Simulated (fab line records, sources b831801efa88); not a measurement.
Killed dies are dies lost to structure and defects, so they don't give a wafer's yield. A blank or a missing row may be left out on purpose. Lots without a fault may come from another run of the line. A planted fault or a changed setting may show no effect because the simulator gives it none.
One fault seen from 2 desks | flow gf180mcu | each desk has only its own numbers; what lay behind them comes last

THE TOOL OWNER'S DESK: pvd_sputter-02
The tool's own readings at GF_SALICIDE_SPUTTER_03 (material TiN, target thk 20 nm, time 16.7 s): means of the sampled wafers that have a number, for each lot that ran on this tool. A lot is out of limits, marked OUT, if its mean lies more than 4 standard deviations from the usual mean; the brackets give that distance.
Columns: A = chamber_pressure_pa at GF_SALICIDE_SPUTTER_03, usual 0.4000 Pa; B = throttle_valve_pct at GF_SALICIDE_SPUTTER_03, usual 29.8 %
lot  | first seen here | A      | B
L894 | day 18 21:24    | 0.3995 | 30.5
L898 | day 20 08:03    | 0.4004 | 29.1
L907 | day 23 09:07    | 0.3999 | 29.4
This desk's finding: nothing out of limits on any of the 3 lots.

THE METROLOGY DESK
What the gauges read, lot by lot, whatever tool the lot ran on: means of the sampled wafers that have a number. A lot is out of limits, marked OUT, if its mean lies more than 4 standard deviations from the usual mean; the brackets give that distance.
Columns: A = cd_nm at GF_SAB_CD_MEAS_09, usual 420.1 nm; B = SAB_OVL at GF_SAB_OVL_MEAS_10, usual 1.1 nm; C = SALICIDE_TIN_RS at GF_SALICIDE_RS_MEAS_04, usual 16.19 ohm/sq
lot  | first seen here | A     | B    | C
L892 | day 18 04:33    | 419.7 | 0.5  | 16.02
L894 | day 18 20:53    | 418.7 | 1.5  | 16.54
L898 | day 20 07:32    | 419.9 | 1.1  | 15.82
L903 | day 21 19:49    | 415.5 | -0.2 | 16.25
L907 | day 23 08:39    | 418.0 | -1.7 | 16.58
This desk's finding: nothing out of limits on any of the 5 lots.

PUT TOGETHER
The tool owner's desk saw nothing out of limits.
The metrology desk saw nothing out of limits.

WHAT THE SIMULATOR HAD PUT IN
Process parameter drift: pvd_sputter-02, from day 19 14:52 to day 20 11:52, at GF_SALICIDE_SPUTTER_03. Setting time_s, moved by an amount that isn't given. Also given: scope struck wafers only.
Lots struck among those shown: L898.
